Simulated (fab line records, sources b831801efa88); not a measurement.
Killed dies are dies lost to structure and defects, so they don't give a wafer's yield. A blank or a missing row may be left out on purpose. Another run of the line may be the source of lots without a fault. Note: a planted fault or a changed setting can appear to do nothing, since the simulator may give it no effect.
Comparing a struck lot with a sound one	flow gf180mcu	23 out of 602 route steps
Sound: these wafers, L693.3, L693.4, L693.5. The struck wafers were L701.1, L701.5, L701.6. The cause is given at the end.
Each step with rows lists, per side, the tool, then ch with its chambers, then its first start. Under that, the readings that differ: sound wafers	struck wafers	difference of the means	sigmas: that difference in standard deviations of wafers without a fault.
alike: readings with means less than 2 such deviations apart, plus words and numbers identical on both sides. not compared: withheld readings, readings lacking a value on some wafer, bounds such as >300 that could conceal the same value, and numbers that have no deviation in the record and whose values overlap.
A row with sigmas, a row that says differs or no value, or rows on one side alone: a step with any of these is where the two part. Numbers that have no deviation but don't overlap get no sigmas and don't part them. A reading that every wafer of one side lacks parts them only if that side has two wafers or more.

first, 5 steps without rows for these wafers: GF_HV_LDD_COAT_02 (resist thk 1000 nm); GF_HV_LDD_SOFTBAKE_03 (time 60 s); GF_HV_LDD_EXPOSE_04 (exposes mask Nplus LV AREA, target cd 400 nm); GF_HV_LDD_PEB_05; GF_HV_LDD_DEVELOP_06 (develop time 60 s).
GF_HV_LDD_CD_MEAS_07 targets a cd of 400 nm.
  sound on cd sem-01 at day 12 21:57; struck on cd sem-02 at day 15 04:07
  alike: cd nm
GF_HV_LDD_OVL_MEAS_08:
  sound on overlay-01 at day 12 22:02; struck on overlay-01 at day 15 04:14
  alike: HV_LDD_OVL
next, for these wafers, 1 step has no rows: GF_HV_LDD_IMPLANT_09.
GF_HV_LDD_STRIP_10: strips in O2/N2.
  sound on plasma asher-03 ch 0,1, day 12 22:15; struck on plasma asher-02 ch 0,1, day 15 04:25
  alike: drypump motor current A, heater power w, oes product au, strip time to endpoint s
  not compared: rf hours counter h
GF_HV_LDD_TW_MEAS_11:
  sound on film metro-04 at day 12 22:20; struck on film metro-03 at day 15 04:31
  alike: HV_LDD_TW
then, 2 steps without rows for these wafers: GF_HV_LDD_DEHYDRATE_12 (time 60 s); GF_HV_LDD_HMDS_13 (prime time 60 s).
GF_HV_LDD_COAT_14: resist thk 1000 nm.
  sound on litho track-04 ch 0, day 13 08:19; struck on litho track-03 ch 0, day 15 15:55
reading	sound	struck	difference	sigmas
dispense pressure kPa (kPa)	48.3 48.3 48.3	51.2 51.2 51.2	+2.9	+2
model.NOVOLAK_of_HV_LDD_COAT_14.thk nm (nm)	1002 998.7 999.3	908.2 908.9 908.8	-91.4	
then, 3 steps without rows for these wafers: GF_HV_LDD_SOFTBAKE_15 (time 60 s); GF_HV_LDD_EXPOSE_16 (exposes mask Pplus LV AREA, target cd 400 nm); GF_HV_LDD_PEB_17.
GF_HV_LDD_DEVELOP_18: develop time 60 s.
  sound on litho track-04 ch 0, day 13 19:10; struck on litho track-02 ch 0, day 16 03:16
reading	sound	struck	difference	sigmas
model.NOVOLAK_of_HV_LDD_COAT_14.thk nm (nm)	1002 998.2 998.8	907.7 908.5 908.4	-91.5	
GF_HV_LDD_CD_MEAS_19 targets a cd of 400 nm.
  sound on cd sem-02 at day 13 19:18; struck on cd sem-02 at day 16 03:25
reading	sound	struck	difference	sigmas
cd nm (nm)	394.2 397.9 395.3	408.2 408.0 409.2	+12.7	+6
GF_HV_LDD_OVL_MEAS_20:
  sound on overlay-01 at day 13 19:23; struck on overlay-02 at day 16 03:32
  alike: HV_LDD_01_OVL
next, for these wafers, 1 step has no rows: GF_HV_LDD_IMPLANT_21.
GF_HV_LDD_STRIP_22: strips in O2/N2.
  sound on plasma asher-03 ch 0,1, day 13 19:36; struck on plasma asher-04 ch 0,1, day 16 03:43
reading	sound	struck	difference	sigmas
strip time to endpoint s (s)	12.65 12.61 12.62	11.57 11.57 11.56	-1.06	-28
  alike: drypump motor current A, heater power w, oes product au
  not compared: rf hours counter h
GF_HV_LDD_TW_MEAS_23:
  sound on film metro-04 at day 13 19:41; struck on film metro-03 at day 16 03:49
  alike: HV_LDD_2_TW
GF_PASSIVATION_PROBE_99:
  sound wafers here have rows in the record (prober-02, day 32 16:45); struck ones have none

WHERE THEY PART
First at GF_HV_LDD_COAT_14; last, within this record, at GF_PASSIVATION_PROBE_99.

WHY: what the simulator had put in
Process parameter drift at GF_HV_LDD_COAT_14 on litho track-03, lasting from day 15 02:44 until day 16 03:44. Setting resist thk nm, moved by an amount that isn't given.
